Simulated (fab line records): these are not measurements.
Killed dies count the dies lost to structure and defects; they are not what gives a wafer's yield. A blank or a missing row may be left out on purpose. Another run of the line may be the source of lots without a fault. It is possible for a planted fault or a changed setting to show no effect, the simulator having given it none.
fab line records | flow sky130
[record] lots = 6 wafers = 18 lastDay = 50
route steps=708 shown VIA3@588 METAL4@598 CAP2M@603 PAD_OPEN@708
lots that met no fault: from a run of the same line without faults
startH: start of the lot's first displayed wafer, in hours after the record's first day | waitH: time in hours since the lot's previous step | " identical to the entry in the row above | L1.1+2: several wafers, shown together as one row | - no value, or no start was given | * or withheld: withheld | < > ~ a bound
route shown NAME@n: names a module that has steps shown in the file, with the first one's number in the route | usual: mean/standard deviation of fault-free wafers | same: alike in all rows | chamber/n: place in a boat | sites: the reading at each site | _std_site: the values' standard deviation | _edge_site: inner sites' mean taken away from outer sites' mean | radiusMm: for every site, how far away it sits from the centre of the wafer | mask NAME#n: copy n | behind: the last tool/chamber to shape the wafer | hold: cause of the lot's hold/its duration in hours/its outcome | device: the n, p or np transistor that did not switch | end of line: tests run on the same wafers once the route is complete | a step without rows: its recipe alone | killed: dies lost to structure and defects at the first sort, not the wafer's yield | map: dies across one wafer; x = killed, . = not, _ = none there
set.NAME: the setting as run; set.NAME@STEP: as run at that earlier step | model.NAME: the simulator's own value behind a step, which no gauge read
certain route steps with their lots: each step a table, each wafer a row
services: the hour from which a tool's chamber was out of use, counted from the record's first day as startH (under 0 if before that day), plus the number of hours and why
[[steps]]
[step SKY_VIA3_ETCH_15]
[recipe] target = SiO2 chemistry = C4F8/O2/Ar targetDepthNm = 507 stopOn = TiN maskMaterial = KrF-thick sourceW = 1500 biasW = 1200 pressureMtorr = 40 c4f8FlowSccm = withheld O2_flow_sccm = 6 Ar_flow_sccm = 300 timeS = 78
[step SKY_VIA3_STRIP_16]
[recipe] chemistry = O2/N2 powerW = 1400 pressureMtorr = 1500 platenTempC = withheld o2FlowSccm = 3000 n2FlowSccm = 300 overashFraction = 0.5
[step SKY_VIA3_STRIP_17]
[recipe] chemistry = postEtchResidueRemover timeS = 1200 tempC = 72.5
[step SKY_VIA3_CLEAN_18]
[recipe] chemistry = IPA timeS = 180 tempC = 25
[step SKY_VIA3_CLEAN_19]
[recipe] chemistry = O3/DIW dry = n2Spin
[step SKY_VIA3_SPUTTER_20]
[recipe] material = TiN targetThkNm = 20 chamberPressurePa = 5 powerW = 4000 timeS = 80
[usual] throttleValvePct = 29.6/1.3
// columns lot.wafer tool chamber startH waitH throttleValvePct
L116.1 pvdSputter-03 - 918.51 0.0 29.7
L116.3 " - " " 29.3
L116.6 " - " " 29.2
L121.1 pvdSputter-03 - 970.52 0.0 30.3
L121.3 " - " " 29.7
L121.4 " - " " 29.6
L122.1 pvdSputter-02 - 977.25 0.0 28.6
L122.3 " - " " 32.2
L122.5 " - " " 32.1
L132.2 pvdSputter-03 - 1039.07 0.0 29.7
L132.4 " - " " 30.3
L132.6 " - " " 29.4
L133.1 pvdSputter-02 - 1050.39 0.0 31.8
L133.5 " - " " 31.8
L133.6 " - " " 28.8
L134.2 pvdSputter-02 - 1069.91 0.0 30.2
L134.3 " - " " 28.4
L134.6 " - " " 28.5
[step SKY_VIA3_CVD_21]
[recipe] material = W targetThkNm = 390 timeS = 117.31 tempC = 400 pressureTorr = 40
[usual] heaterPowerOuterW = 525/64 heaterPowerW = 868/120
// columns lot.wafer tool chamber startH waitH heaterPowerOuterW heaterPowerW
L116.1 cvdW-01 1 918.57 0.0 505 783
L116.3 " 1 " " 494 771
L116.6 " 0 " " 611 1042
L121.1 cvdW-01 0 970.58 0.0 589 1027
L121.3 " 0 " " 597 1030
L121.4 " 1 " " 498 771
L122.1 cvdW-01 0 977.31 0.0 595 1040
L122.3 " 0 " " 592 1031
L122.5 " 0 " " 617 1028
L132.2 cvdW-01 0 1039.14 0.0 605 1012
L132.4 " 0 " " 615 1054
L132.6 " 1 " " 504 773
L133.1 cvdW-01 1 1050.45 0.0 495 794
L133.5 " 1 " " 517 784
L133.6 " 0 " " 602 1048
L134.2 cvdW-02 0 1069.97 0.0 499 840
L134.3 " 0 " " 506 867
L134.6 " 0 " " 521 841
[step SKY_VIA3_RS_MEAS_22]
[recipe] thkMeasGauge = four-point-probe reads = W_of_VIA3_CVD_21+TiN_of_VIA3_SPUTTER_20
[usual] VIA3_W_RS = 0.296/0.004
// columns lot.wafer tool chamber startH waitH VIA3_W_RS[ohm/sq]
L116.1 filmMetro-02 - 918.69 0.1 0.294
L116.3 " - " " 0.292
L116.6 " - " " 0.291
L121.1 filmMetro-03 - 970.70 0.1 0.296
L121.3 " - " " 0.295
L121.4 " - " " 0.297
L122.1 filmMetro-02 - 977.44 0.1 0.292
L122.3 " - " " 0.294
L122.5 " - " " 0.297
L132.2 filmMetro-01 - 1039.28 0.1 0.292
L132.4 " - " " 0.292
L132.6 " - " " 0.294
L133.1 filmMetro-02 - 1050.57 0.1 0.297
L133.5 " - " " 0.296
L133.6 " - " " 0.296
L134.2 filmMetro-02 - 1070.11 0.1 0.303
L134.3 " - " " 0.300
L134.6 " - " " 0.307
[step SKY_VIA3_THK_MEAS_23]
[recipe] thkMeasGauge = xrf reads = W_of_VIA3_CVD_21
[usual] VIA3_W_THK = 379/7.1
// columns lot.wafer tool chamber startH waitH VIA3_W_THK[nm]
L116.1 filmMetro-02 - 918.81 0.1 387
L116.3 " - " " 389
L116.6 " - " " 391
L121.1 filmMetro-03 - 970.82 0.1 383
L121.3 " - " " 381
L121.4 " - " " 382
L122.1 filmMetro-02 - 977.56 0.1 387
L122.3 " - " " 384
L122.5 " - " " 380
L132.2 filmMetro-01 - 1039.39 0.1 383
L132.4 " - " " 384
L132.6 " - " " 382
L133.1 filmMetro-02 - 1050.69 0.1 380
L133.5 " - " " 384
L133.6 " - " " 379
L134.2 filmMetro-02 - 1070.22 0.1 368
L134.3 " - " " 374
L134.6 " - " " 366
[step SKY_VIA3_CMP_24]
[recipe] stopOn = SiO2 tOverpolishS = 20 downForcePsi = 3.5 platenRpm = 60 targetThkNm = 0 padVelocityMS = 0.94248
[step SKY_METAL4_SPUTTER_00]
[recipe] material = Ti targetThkNm = 15 powerW = 3000 timeS = 10 chamberPressurePa = 0.4
[usual] throttleValvePct = 29.8/1.2
// columns lot.wafer tool chamber startH waitH throttleValvePct
L116.1 pvdSputter-02 - 919.17 0.2 30.7
L116.3 " - " " 30.4
L116.6 " - " " 32.1
L121.1 pvdSputter-04 - 971.18 0.2 27.7
L121.3 " - " " 29.2
L121.4 " - " " 29.3
L122.1 pvdSputter-01 - 977.92 0.2 29.3
L122.3 " - " " 29.6
L122.5 " - " " 29.7
L132.2 pvdSputter-04 - 1039.74 0.2 27.6
L132.4 " - " " 30.5
L132.6 " - " " 29.9
L133.1 pvdSputter-04 - 1051.05 0.2 27.5
L133.5 " - " " 29.2
L133.6 " - " " 29.8
L134.2 pvdSputter-04 - 1070.57 0.2 27.3
L134.3 " - " " 30.1
L134.6 " - " " 27.5
[step SKY_METAL4_SPUTTER_01]
[recipe] material = TiN targetThkNm = 20 powerW = 6500 timeS = 16.7 chamberPressurePa = 0.4
[step SKY_METAL4_SPUTTER_02]
[recipe] material = AlCu targetThkNm = 735 powerW = 10600 timeS = 39.1 chamberPressurePa = 0.4
[usual] throttleValvePct = 29.8/1.2
// columns lot.wafer tool chamber startH waitH throttleValvePct
L116.1 pvdSputter-02 - 919.22 0.0 30.9
L116.3 " - " " 30.5
L116.6 " - " " 32.0
L121.1 pvdSputter-04 - 971.24 0.0 27.4
L121.3 " - " " 29.3
L121.4 " - " " 29.1
L122.1 pvdSputter-01 - 977.96 0.0 28.9
L122.3 " - " " 29.5
L122.5 " - " " 29.6
L132.2 pvdSputter-04 - 1039.79 0.0 27.5
L132.4 " - " " 30.7
L132.6 " - " " 29.8
L133.1 pvdSputter-04 - 1051.10 0.0 27.4
L133.5 " - " " 29.0
L133.6 " - " " 29.6
L134.2 pvdSputter-04 - 1070.62 0.0 27.5
L134.3 " - " " 29.9
L134.6 " - " " 27.4
[step SKY_METAL4_SPUTTER_03]
[recipe] material = Ti targetThkNm = 5 powerW = 3000 timeS = 3.3 chamberPressurePa = 0.4
[step SKY_METAL4_SPUTTER_04]
[recipe] material = TiN targetThkNm = 70 powerW = 6500 timeS = 58.3 chamberPressurePa = 0.4
[usual] throttleValvePct = 29.8/1.2
// columns lot.wafer tool chamber startH waitH throttleValvePct
L116.1 pvdSputter-02 - 919.28 0.0 30.9
L116.3 " - " " 30.3
L116.6 " - " " 32.1
L121.1 pvdSputter-04 - 971.30 0.0 27.5
L121.3 " - " " 29.3
L121.4 " - " " 29.1
L122.1 pvdSputter-01 - 978.02 0.0 29.2
L122.3 " - " " 29.6
L122.5 " - " " 29.5
L132.2 pvdSputter-04 - 1039.85 0.0 27.4
L132.4 " - " " 30.5
L132.6 " - " " 30.0
L133.1 pvdSputter-04 - 1051.16 0.0 27.7
L133.5 " - " " 29.4
L133.6 " - " " 29.7
L134.2 pvdSputter-04 - 1070.68 0.0 27.7
L134.3 " - " " 29.7
L134.6 " - " " 27.5
[step SKY_CAP2M_CVD_00]
[recipe] material = SiO2 targetThkNm = 15.5 tempC = 400 timeS = withheld rfW = 450
[step SKY_CAP2M_THK_MEAS_01]
[recipe] reads = SiO2_of_CAP2M_CVD_00
[usual] CAP2M_CVD_00_THK = 15.52/0.27
// columns lot.wafer tool chamber startH waitH CAP2M_CVD_00_THK[nm]
L116.1 filmMetro-04 - 919.35 - 15.17
L116.3 " - " " 15.58
L116.6 " - " " 15.45
L121.1 filmMetro-01 - 971.37 - 15.33
L121.3 " - " " 15.57
L121.4 " - " " 15.80
L122.1 filmMetro-04 - 978.09 - 15.78
L122.3 " - " " 15.39
L122.5 " - " " 15.65
L132.2 filmMetro-01 - 1039.93 - 15.58
L132.4 " - " " 15.72
L132.6 " - " " 15.60
L133.1 filmMetro-02 - 1051.24 - 15.48
L133.5 " - " " 15.55
L133.6 " - " " 15.64
L134.2 filmMetro-02 - 1070.76 - 15.62
L134.3 " - " " 15.54
L134.6 " - " " 16.25
[step SKY_CAP2M_SPUTTER_02]
[recipe] material = TiN targetThkNm = 200 tempC = 300 powerW = 6500 timeS = 166.7 chamberPressurePa = 0.4
[step SKY_CAP2M_RS_MEAS_03]
[recipe] thkMeasGauge = four-point-probe reads = TiN_of_CAP2M_SPUTTER_02
[usual] CAP2M_TIN_RS = 6.89/0.12
// columns lot.wafer tool chamber startH waitH CAP2M_TIN_RS[ohm/sq]
L116.1 filmMetro-04 - 919.52 0.1 6.73
L116.3 " - " " 6.76
L116.6 " - " " 6.75
L121.1 filmMetro-02 - 971.54 0.1 7.02
L121.3 " - " " 6.83
L121.4 " - " " 6.94
L122.1 filmMetro-01 - 978.26 0.1 6.97
L122.3 " - " " 6.92
L122.5 " - " " 6.95
L132.2 filmMetro-01 - 1040.11 0.1 6.80
L132.4 " - " " 6.82
L132.6 " - " " 6.84
L133.1 filmMetro-04 - 1051.41 0.1 6.81
L133.5 " - " " 6.84
L133.6 " - " " 6.85
L134.2 filmMetro-04 - 1070.94 0.1 6.86
L134.3 " - " " 7.11
L134.6 " - " " 6.93
[step SKY_CAP2M_THK_MEAS_04]
[recipe] thkMeasGauge = xrf reads = TiN_of_CAP2M_SPUTTER_02
[usual] CAP2M_TIN_THK = 202/3.6
// columns lot.wafer tool chamber startH waitH CAP2M_TIN_THK[nm]
L116.1 filmMetro-04 - 919.64 0.1 206
L116.3 " - " " 205
L116.6 " - " " 205
L121.1 filmMetro-02 - 971.66 0.1 200
L121.3 " - " " 206
L121.4 " - " " 203
L122.1 filmMetro-01 - 978.38 0.1 202
L122.3 " - " " 201
L122.5 " - " " 201
L132.2 filmMetro-01 - 1040.22 0.1 204
L132.4 " - " " 205
L132.6 " - " " 204
L133.1 filmMetro-04 - 1051.53 0.1 204
L133.5 " - " " 202
L133.6 " - " " 202
L134.2 filmMetro-04 - 1071.05 0.1 202
L134.3 " - " " 195
L134.6 " - " " 200
[step SKY_CAP2M_DEHYDRATE_05]
[recipe] tempC = 200 timeS = 60
[step SKY_CAP2M_HMDS_06]
[recipe] primeTimeS = 60 primeTempC = 120
[step SKY_CAP2M_COAT_07]
[recipe] resist = NOVOLAK spinRpm = 3000 resistThkNm = 1140
[step SKY_CAP2M_SOFTBAKE_08]
[recipe] tempC = 90 timeS = 60 resist = NOVOLAK
[step SKY_CAP2M_EXPOSE_09]
[recipe] maskId = CAP2M na = 0.6 sourceShape = conventional sigmaOuter = 0.6 polarization = unpolarized targetCdNm = 1000 doseMj = 159
[step SKY_CAP2M_PEB_10]
[recipe] tempC = withheld timeS = * resist = NOVOLAK
[step SKY_CAP2M_DEVELOP_11]
[recipe] resist = NOVOLAK developer = TMAH developTimeS = 60 devTempC = 23
[step SKY_CAP2M_OVL_MEAS_12]
[usual] CAP2M_OVL = -1.0/1.6
// columns lot.wafer tool chamber startH waitH CAP2M_OVL[nm]
L116.1 overlay-01 - 943.91 0.1 -0.1
L116.3 " - " " -0.2
L116.6 " - " " -1.1
L121.1 overlay-02 - 993.72 0.1 -1.4
L121.3 " - " " -2.2
L121.4 " - " " -0.8
L122.1 overlay-01 - 1001.41 0.1 0.5
L122.3 " - " " -1.0
L122.5 " - " " -1.5
L132.2 overlay-02 - 1061.38 0.1 3.3
L132.4 " - " " 0.8
L132.6 " - " " 0.4
L133.1 overlay-01 - 1072.45 0.1 -0.2
L133.5 " - " " -1.3
L133.6 " - " " -0.6
L134.2 overlay-01 - 1091.11 0.1 -2.6
L134.3 " - " " -1.1
L134.6 " - " " -0.1
[step SKY_CAP2M_METAL_ETCH_13]
[recipe] targetDepthNm = 220 stopOn = SiO2 chemistry = Cl2/BCl3 target = TiN pressureMtorr = 10 icpW = 900 biasW = 48.5 Cl2_flow_sccm = 60 bcl3FlowSccm = 30 timeS = 62.9
[step SKY_CAP2M_STRIP_14]
[recipe] chemistry = O2/N2 powerW = 1400 pressureMtorr = 1500 platenTempC = withheld o2FlowSccm = 3000 n2FlowSccm = 300 overashFraction = 0.5
[usual] drypumpMotorCurrentA = 5.6/0.37 n2FlowSccm = 300.0/1 oesProductAu = 0.710/0.0047 stripTimeToEndpointS = 12.67/0.053
// columns lot.wafer tool chamber startH waitH drypumpMotorCurrentA n2FlowSccm oesProductAu rfHoursCounterH stripTimeToEndpointS
L116.1 plasmaAsher-02 0 944.02 0.1 5.6 301.0 0.708 22 12.61
L116.3 " 0 " " 5.7 299.6 0.712 - 12.59
L116.6 " 1 " " 5.8 299.5 0.707 - 12.60
L121.1 plasmaAsher-02 1 993.91 0.1 5.8 300.5 0.709 27 12.70
L121.3 " 0 " " 5.7 300.3 0.718 - 12.74
L121.4 " 1 " " 5.8 298.7 0.712 - 12.72
L122.1 plasmaAsher-02 1 1001.60 0.1 5.8 298.6 0.715 27 12.75
L122.3 " 1 " " 5.8 300.8 0.703 - 12.75
L122.5 " 0 " " 5.7 298.6 0.712 - 12.77
L132.2 plasmaAsher-02 0 1061.48 0.1 5.7 299.4 0.713 33 12.67
L132.4 " 1 " " 5.8 300.1 0.700 - 12.64
L132.6 " 1 " " 5.9 301.9 0.701 - 12.66
L133.1 plasmaAsher-01 1 1072.57 0.1 5.0 300.3 0.706 64 12.72
L133.5 " 1 " " 5.0 300.4 0.706 - 12.70
L133.6 " 0 " " 5.7 301.9 0.712 - 12.76
L134.2 plasmaAsher-01 0 1091.22 0.1 5.7 302.0 0.709 66 12.69
L134.3 " 0 " " 5.7 301.2 0.714 - 12.62
L134.6 " 1 " " 5.0 300.0 0.714 - 12.61
[step SKY_CAP2M_STRIP_15]
[recipe] chemistry = postEtchResidueRemover timeS = 1200 tempC = 72.5
[step SKY_CAP2M_CLEAN_16]
[recipe] chemistry = IPA timeS = 180 tempC = 25
[step SKY_CAP2M_CLEAN_17]
[recipe] chemistry = O3/DIW dry = n2Spin
[step SKY_METAL4_DEHYDRATE_05]
[recipe] tempC = 200 timeS = 60
[step SKY_METAL4_HMDS_06]
[recipe] primeTimeS = 60 primeTempC = 120
[step SKY_METAL4_COAT_07]
[recipe] resist = BARC tempC = withheld timeS = withheld spinRpm = 3000 resistThkNm = 60
[step SKY_METAL4_COAT_08]
[recipe] resist = KrF-thick spinRpm = 3000 resistThkNm = 1140
[step SKY_METAL4_SOFTBAKE_09]
[recipe] tempC = 100 timeS = 90 resist = KrF-thick
[step SKY_METAL4_EXPOSE_10]
[recipe] maskId = MM4 na = 0.68 sourceShape = annular sigmaInner = 0.4 sigmaOuter = 0.8 targetCdNm = 300 doseMj = 28
[step SKY_METAL4_PEB_11]
[recipe] pebTempC = withheld pebTimeS = withheld resist = KrF-thick
[step SKY_METAL4_DEVELOP_12]
[recipe] developTimeS = 60 resist = KrF-thick devTempC = 21
[step SKY_METAL4_CD_MEAS_13]
[recipe] targetCdNm = 300
[usual] cdNm = 299.8/1.4
// columns lot.wafer tool chamber startH waitH cdNm
L116.1 cdSem-02 - 967.81 - 298.7
L116.3 " - " " 299.7
L116.6 " - " " 299.6
L121.1 cdSem-01 - 1017.77 - 300.9
L121.3 " - " " 301.2
L121.4 " - " " 299.8
L122.1 cdSem-01 - 1024.27 - 298.8
L122.3 " - " " 300.2
L122.5 " - " " 299.4
L132.2 cdSem-02 - 1083.78 - 300.9
L132.4 " - " " 299.1
L132.6 " - " " 300.6
L133.1 cdSem-01 - 1094.71 - 297.4
L133.5 " - " " 300.4
L133.6 " - " " 299.0
L134.2 cdSem-02 - 1111.54 - 297.2
L134.3 " - " " 298.3
L134.6 " - " " 298.6
[step SKY_PAD_OPEN_PROBE_99]
[usual] defectLimitedYield = 82.5/1.9 killed_at_M0_to_M3 = 43/6.6 killed_at_M4_up = 3.0/1.8 killedAtContacts = 24/5.1 killedAtFrontEnd = 16/4.5 killedAtOther = 0.3/0.67 killedDies = 86/9.3 killedOpen = 47/6.9 killedShort = 39/6.6 sort_bin_3_pad_short = 0.9/0.41 sort_bin_5_function = 10.4/1.4 sort_bin_6_memory = 6.2/1.1 sortNPass = 406/9.3 sortYieldPct = 82.5/1.9
[same] grossDies = 492 killedAtBackSide = 0 sort_bin_4_leakage[%] = 0 sort_bin_8_speed[%] = 0
// columns lot.wafer tool chamber startH waitH defectLimitedYield[%] killed_at_M0_to_M3 killed_at_M4_up killedAtContacts killedAtFrontEnd killedAtOther killedDies killedOpen killedShort sort_bin_3_pad_short[%] sort_bin_5_function[%] sort_bin_6_memory[%] sortNPass sortYieldPct[%] model.etest.tester.sortNPass model.etest.tester.sortYieldPct model.etest.tester.sort_bin_5_pct model.etest.tester.sort_bin_3_pct
L116.1 prober-02 - 1064.98 0.1 84.6 38 1 28 9 0 76 39 35 0.2 10.4 4.9 416 84.6 416 84.55 10.37 0.2033
L116.3 prober-02 - 1065.08 0.2 83.1 39 3 28 13 0 83 48 34 0.8 10.2 5.9 409 83.1 409 83.13 10.16 0.813
L116.6 prober-02 - 1065.23 0.2 86.4 39 6 13 9 0 67 33 34 0.8 9.8 3.0 425 86.4 425 86.38 9.756 0.813
L121.1 prober-02 - 1108.03 0.1 84.8 43 1 20 11 0 75 47 27 0.6 9.3 5.3 417 84.8 417 84.76 9.35 0.6098
L121.3 prober-02 - 1108.13 0.2 82.3 41 4 26 16 0 87 45 42 1.2 10.0 6.5 405 82.3 405 82.32 9.959 1.22
L121.4 prober-02 - 1108.18 0.2 86.6 32 0 19 15 0 66 35 31 1.0 6.9 5.5 426 86.6 426 86.59 6.911 1.016
L122.1 prober-01 - 1115.00 0.1 82.7 46 1 23 14 1 85 51 34 0.4 10.4 6.5 407 82.7 407 82.72 10.37 0.4065
L122.3 prober-01 - 1115.10 0.2 85.6 37 2 17 15 0 71 41 29 0.6 8.5 5.3 421 85.6 421 85.57 8.537 0.6098
L122.5 prober-01 - 1115.20 0.2 81.9 39 2 29 19 0 89 48 39 1.2 10.0 6.9 403 81.9 403 81.91 9.959 1.22
L132.2 prober-01 - 1167.09 0.1 84.1 36 1 17 23 1 78 43 34 0.6 9.6 5.7 414 84.1 414 84.15 9.553 0.6098
L132.4 prober-01 - 1167.19 0.2 79.7 38 3 33 26 0 100 51 48 1.0 12.0 7.3 392 79.7 392 79.67 11.99 1.016
L132.6 prober-01 - 1167.29 0.2 81.1 49 3 14 25 2 93 50 40 0.4 12.8 5.7 399 81.1 399 81.1 12.8 0.4065
L133.1 prober-02 - 1174.98 0.1 81.7 38 1 27 22 2 90 49 41 1.0 11.2 6.1 402 81.7 402 81.71 11.18 1.016
L133.5 prober-02 - 1175.18 0.2 82.1 48 5 21 14 0 88 52 36 0.6 8.9 8.3 404 82.1 404 82.11 8.943 0.6098
L133.6 prober-02 - 1175.23 0.2 68.1 52 67 21 17 0 157 53 38 3.7 19.5 8.7 335 68.1 335 68.09 19.51 3.659
L134.2 prober-01 - 1188.78 0.1 85.0 34 3 19 18 0 74 38 36 0.4 7.7 6.9 418 85.0 418 84.96 7.724 0.4065
L134.3 prober-01 - 1188.83 0.2 68.5 49 63 25 18 0 155 56 40 4.1 19.7 7.7 337 68.5 337 68.5 19.72 4.065
L134.6 prober-01 - 1188.98 0.2 79.9 46 3 33 17 0 99 54 45 1.8 10.6 7.7 393 79.9 393 79.88 10.57 1.829
// killed by level:class
L116.1 CONTACT:geometricParticle:open=10 VIA3:geometricParticle:open=8 LI_CONTACT:geometricParticle:open=7 VIA1:geometricParticle:open=7 VIA1:geometricParticle:short=6 CONTACT:geometricParticle:short=6 METAL1:geometricParticle:short=4 VIA3:geometricParticle:short=4
L116.3 VIA3:geometricParticle:open=10 VIA1:geometricParticle:open=8 CONTACT:geometricParticle:open=7 VIA2:geometricParticle:open=7 LI_CONTACT:geometricParticle:open=6 LI_CONTACT:geometricParticle:short=6 FIELD_ISO:geometricParticle:open=5 CONTACT:geometricParticle:short=5
L116.6 VIA1:geometricParticle:open=10 VIA3:geometricParticle:open=6 CONTACT:geometricParticle:open=6 VIA2:geometricParticle:short=6 VIA3:geometricParticle:short=5 METAL4:geometricParticle:short=4 FIELD_ISO:geometricParticle:open=3 POLY_CUT:geometricParticle:short=3
L121.1 CONTACT:geometricParticle:open=12 VIA3:geometricParticle:open=9 VIA2:geometricParticle:open=7 VIA1:geometricParticle:open=7 LOCAL_INTERCONNECT:geometricParticle:short=4 METAL2:geometricParticle:short=4 FIELD_ISO:geometricParticle:short=3 FIELD_ISO:geometricParticle:open=3
L121.3 VIA1:geometricParticle:open=9 CONTACT:geometricParticle:short=8 VIA2:geometricParticle:open=8 CONTACT:geometricParticle:open=7 METAL2:geometricParticle:short=7 LI_CONTACT:geometricParticle:open=6 METAL1:geometricParticle:short=6 VIA3:geometricParticle:open=5
L121.4 CONTACT:geometricParticle:open=9 VIA1:geometricParticle:open=8 METAL2:geometricParticle:short=5 FIELD_ISO:geometricParticle:short=4 POLY_GATE:geometricParticle:short=4 VIA3:geometricParticle:open=4 POLY_GATE:geometricParticle:open=3 LOCAL_INTERCONNECT:geometricParticle:short=3
L122.1 VIA2:geometricParticle:open=13 CONTACT:geometricParticle:open=9 METAL2:geometricParticle:short=6 LI_CONTACT:geometricParticle:open=5 VIA1:geometricParticle:open=5 FIELD_ISO:geometricParticle:open=4 CONTACT:geometricParticle:short=4 METAL1:geometricParticle:short=4
L122.3 VIA1:geometricParticle:open=11 VIA2:geometricParticle:open=7 FIELD_ISO:geometricParticle:short=5 CONTACT:geometricParticle:open=5 CONTACT:geometricParticle:short=4 METAL1:geometricParticle:short=4 FIELD_ISO:geometricParticle:open=3 POLY_GATE:geometricParticle:open=3
L122.5 CONTACT:geometricParticle:open=12 METAL2:geometricParticle:short=8 VIA1:geometricParticle:open=8 CONTACT:geometricParticle:short=7 LI_CONTACT:geometricParticle:open=6 VIA3:geometricParticle:open=6 VIA1:geometricParticle:short=5 VIA2:geometricParticle:open=5
L132.2 VIA1:geometricParticle:open=10 LI_CONTACT:geometricParticle:open=6 VIA2:geometricParticle:short=6 FIELD_ISO:geometricParticle:open=4 POLY_GATE:geometricParticle:short=4 POLY_GATE:geometricParticle:open=4 VIA3:geometricParticle:open=4 METAL1:geometricParticle:short=4
L132.4 VIA1:geometricParticle:open=11 POLY_GATE:geometricParticle:open=10 CONTACT:geometricParticle:open=9 LOCAL_INTERCONNECT:geometricParticle:short=8 LI_CONTACT:geometricParticle:open=6 POLY_GATE:geometricParticle:short=5 LI_CONTACT:geometricParticle:short=5 VIA2:geometricParticle:open=5
L132.6 VIA1:geometricParticle:open=14 FIELD_ISO:geometricParticle:short=7 VIA3:geometricParticle:open=7 FIELD_ISO:geometricParticle:open=6 VIA1:geometricParticle:short=6 VIA2:geometricParticle:open=5 POLY_GATE:geometricParticle:short=4 POLY_GATE:geometricParticle:open=4
L133.1 LI_CONTACT:geometricParticle:open=10 CONTACT:geometricParticle:open=8 FIELD_ISO:geometricParticle:open=7 FIELD_ISO:geometricParticle:short=7 VIA1:geometricParticle:open=7 LOCAL_INTERCONNECT:geometricParticle:short=5 VIA1:geometricParticle:short=5 VIA2:geometricParticle:open=5
L133.5 VIA1:geometricParticle:open=11 VIA3:geometricParticle:open=8 VIA2:geometricParticle:open=8 POLY_GATE:geometricParticle:open=5 LI_CONTACT:geometricParticle:open=5 CONTACT:geometricParticle:open=5 METAL2:geometricParticle:short=5 LOCAL_INTERCONNECT:geometricParticle:short=4
L133.6 METAL4:unspecified=65 VIA1:geometricParticle:open=13 METAL2:geometricParticle:short=12 CONTACT:geometricParticle:open=8 LI_CONTACT:geometricParticle:open=7 VIA3:geometricParticle:open=6 VIA2:geometricParticle:open=5 POLY_GATE:geometricParticle:open=4
L134.2 CONTACT:geometricParticle:open=7 VIA1:geometricParticle:open=7 POLY_GATE:geometricParticle:open=6 VIA1:geometricParticle:short=6 CONTACT:geometricParticle:short=5 METAL2:geometricParticle:short=5 LOCAL_INTERCONNECT:geometricParticle:short=4 POLY_GATE:geometricParticle:short=3
L134.3 METAL4:unspecified=59 VIA1:geometricParticle:open=13 VIA2:geometricParticle:open=9 VIA3:geometricParticle:open=8 CONTACT:geometricParticle:open=8 LI_CONTACT:geometricParticle:open=6 LOCAL_INTERCONNECT:geometricParticle:short=5 POLY_GATE:geometricParticle:short=4
L134.6 VIA1:geometricParticle:open=13 LI_CONTACT:geometricParticle:short=11 CONTACT:geometricParticle:open=11 VIA3:geometricParticle:open=7 METAL1:geometricParticle:short=5 VIA2:geometricParticle:open=5 FIELD_ISO:geometricParticle:open=4 POLY_GATE:geometricParticle:open=4
// map L133.6 (x killed, . not)
__________.xx....xx._________
________.x...x........_______
______.....x.x.x.x...x.._____
_____..........x.......xx____
____xx....x...............___
___........x..........x.x.x__
__..x.xx..........x.xxxxx..._
_.x..x.....x.....xxxxxxxxxxx.
_...x.....x....xx.xxxxxxxxx.x
_..x............xxxxxxxxxxx.x
_........xx...x..xxxxxxxxxx.x
_x.x.xx.....x.....xxxxxxxxx.x
_...x.x....x...xx.xxxxxxxx...
_x..x..x....x.x.....xxxxx....
_.......x..xx......x..x.....x
__.....x...xxx.........x...x_
___x..xx..x.x.........x....__
____.....x...x.x....x..xx.___
_____.x...x..x...........____
______x..............x.._____
________.x......x...xx_______
__________.........x_________
// map L134.3 (x killed, . not)
__________....xxxx.._________
________xxx...x......._______
______...x......x....x.._____
_____.......xx.xx........____
____.x......x..x......xx..___
___......x..x.........xxx..__
__..x.x.....x.....xxxxxx...._
_.xx......x.......xxxxxxxxx..
_xx.....x....x.xxxxxxxxxxx..x
_......x........xxxxxxxxxx...
_.....x...x....xxxxxxxxxxxx..
_......xx...x..xx.xxxxxxxx.x.
_....x.x.........x.xxxxxx....
_...x...x.x....xx...x.xxx....
_..x......x...x..xxx....x....
__..x.x..x..xx..x..x.x......_
___........x....x...x.x....__
____.................xxx.x___
_____...xx.......x......x____
______..x....x.....xx..._____
________x..x........x._______
__________x..x......_________
[[services]]
// columns tool chamber startH hours kind
cvdW-02 - 894.68 6.0 pm
pvdSputter-02 - 897.00 0.5 repair
cvdW-01 - 904.00 14.0 pm
pvdSputter-02 3 915.11 - consumableReplace:kit
pvdSputter-02 3 915.11 18.0 scheduledDown
pvdSputter-02 3 915.11 18.0 ventCycle
cvdW-02 - 932.56 0.4 repair
pvdSputter-02 - 935.76 6.9 repair
cvdW-02 - 950.81 0.6 repair
pvdSputter-02 - 952.41 2.5 repair
pvdSputter-04 0 958.13 - consumableReplace:kit
pvdSputter-04 0 958.13 18.0 scheduledDown
pvdSputter-04 0 958.13 18.0 ventCycle
pvdSputter-04 - 964.62 3.7 repair
cvdW-02 - 988.14 0.3 repair
cvdW-01 1 1009.28 8.0 repair
cvdW-02 0 1010.90 3.6 repair
pvdSputter-04 - 1014.41 4.7 repair
pvdSputter-01 - 1029.06 4.6 repair
pvdSputter-02 2 1038.39 - consumableReplace:kit
pvdSputter-02 2 1038.39 18.0 scheduledDown
pvdSputter-02 2 1038.39 18.0 ventCycle
pvdSputter-01 - 1051.12 1.1 repair
pvdSputter-04 - 1057.39 1.8 repair
[[key]]
[firstSign] step = SKY_PAD_OPEN_PROBE_99 reading = killed_at_M4_up direction = up sigmas = 35 usual = 3.0 struck = 65
[effect] step = SKY_PAD_OPEN_PROBE_99 reading = sortNPass direction = down sigmas = 7.5 usual = 406 struck = 336
[modelEffect] step = SKY_PAD_OPEN_PROBE_99 value = etest.tester.sortNPass without = 387.5 struck = 336
metAt SKY_METAL4_SPUTTER_02
struckWafers L133.6,L134.3
onsetBetween 1039.79 1051.10
[fault] kind = chamberParticleSource tool = pvdSputter-04 chamber = - onsetH = 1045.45 steps = SKY_METAL4_SPUTTER_02 ratePerVisitCm2 = 1.5959 endH = 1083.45 scope = struckWafersOnly
